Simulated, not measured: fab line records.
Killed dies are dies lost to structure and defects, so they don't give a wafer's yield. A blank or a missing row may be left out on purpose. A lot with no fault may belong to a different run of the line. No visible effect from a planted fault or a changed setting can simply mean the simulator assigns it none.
What tool caused it? | flow sky130 | 10 lots with 30 wafers sampled at 3 steps, on a route of 708 steps

== WHAT THE GAUGES READ, wafer by wafer ==
SKY_LOCAL_INTERCONNECT_RS_MEAS_01: the measuring method here is four-point-probe.
lot  | measured     | on           | LOCAL_INTERCONNECT_TIN_RS (ohm/sq)
L509 | day 29 01:19 | filmMetro-02 | 14.07 14.25 14.17
L513 | day 30 21:03 | filmMetro-01 | 14.11 14.21 14.18
L514 | day 31 06:08 | filmMetro-02 | 14.25 14.44 14.26
L516 | day 31 15:01 | filmMetro-04 | 14.38 14.09 14.20
L519 | day 32 23:41 | filmMetro-01 | 13.99 14.31 14.20
L525 | day 34 08:34 | filmMetro-01 | 15.75 14.00 15.91
L526 | day 34 20:19 | filmMetro-02 | 14.10 16.01 14.44
L528 | day 35 17:23 | filmMetro-02 | 13.94 14.02 13.91
L530 | day 36 01:11 | filmMetro-02 | 14.00 14.02 14.12
L531 | day 36 05:07 | filmMetro-01 | 14.33 14.07 14.28

== WHAT TOOL EACH LOT RAN ON (gives the tool, then ch and the chambers of the sampled wafers, and finally the start) ==
lot  | SKY_POLY_CUT_STRIP_12               | SKY_LOCAL_INTERCONNECT_SPUTTER_00
L509 | plasmaAsher-02 ch 0,1, day 24 01:44 | pvdSputter-03, day 29 01:15
L513 | plasmaAsher-02 ch 0,1, day 25 23:25 | pvdSputter-03, day 30 20:57
L514 | plasmaAsher-02 ch 0,1, day 26 09:46 | pvdSputter-02, day 31 06:04
L516 | plasmaAsher-04 ch 0,1, day 26 19:41 | pvdSputter-02, day 31 14:57
L519 | plasmaAsher-03 ch 0,1, day 28 05:17 | pvdSputter-02, day 32 23:36
L525 | plasmaAsher-04 ch 0,1, day 29 17:26 | pvdSputter-02, day 34 08:30
L526 | plasmaAsher-03 ch 0, day 30 03:02   | pvdSputter-02, day 34 20:13
L528 | plasmaAsher-03 ch 0,1, day 31 01:59 | pvdSputter-01, day 35 17:18
L530 | plasmaAsher-02 ch 0,1, day 31 10:13 | pvdSputter-03, day 36 01:04
L531 | plasmaAsher-04 ch 0,1, day 31 15:31 | pvdSputter-03, day 36 05:04
- SKY_POLY_CUT_STRIP_12: strips in O2/N2.
- SKY_LOCAL_INTERCONNECT_SPUTTER_00: material TiN, target thk 100 nm, time 83.3 s.

== THE ANSWER, worked out from the rows above alone ==
Rule: the usual values come from the lots themselves. Put in order of their means at a reading, lots are off if they are a third of the lots or fewer, leave a main group of 4 or more, and stand apart from it by a gap of 3 or more times the standard deviation of the main group's means; of several such gaps the widest counts. A main group whose means are all the same, to the digits that the tables above print for the reading, isn't used. Also off: a lot with no number at a reading for which 4 or more lots have one. All remaining lots with rows at the step are treated as sound.
Off: L525, L526, seen at SKY_LOCAL_INTERCONNECT_RS_MEAS_01 (LOCAL_INTERCONNECT_TIN_RS). The main group: mean 14.16 ohm/sq, standard deviation 0.1.
If a tool, at a process step before that reading, ran all the lots that are off and no sound lot after the first of them, it fits. Those tools and the gauges at SKY_LOCAL_INTERCONNECT_RS_MEAS_01 are tried in the same way. One fits: pvdSputter-02 at SKY_LOCAL_INTERCONNECT_SPUTTER_00. Its last sound lot is L519 (day 32 23:36), its first lot that is off L525 (day 34 08:30): a fault that began between those two fits.

== WHAT HAD BEEN PUT IN BY THE SIMULATOR ==
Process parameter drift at SKY_LOCAL_INTERCONNECT_SPUTTER_00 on pvdSputter-02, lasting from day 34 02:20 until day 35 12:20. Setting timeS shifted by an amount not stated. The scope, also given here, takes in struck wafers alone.
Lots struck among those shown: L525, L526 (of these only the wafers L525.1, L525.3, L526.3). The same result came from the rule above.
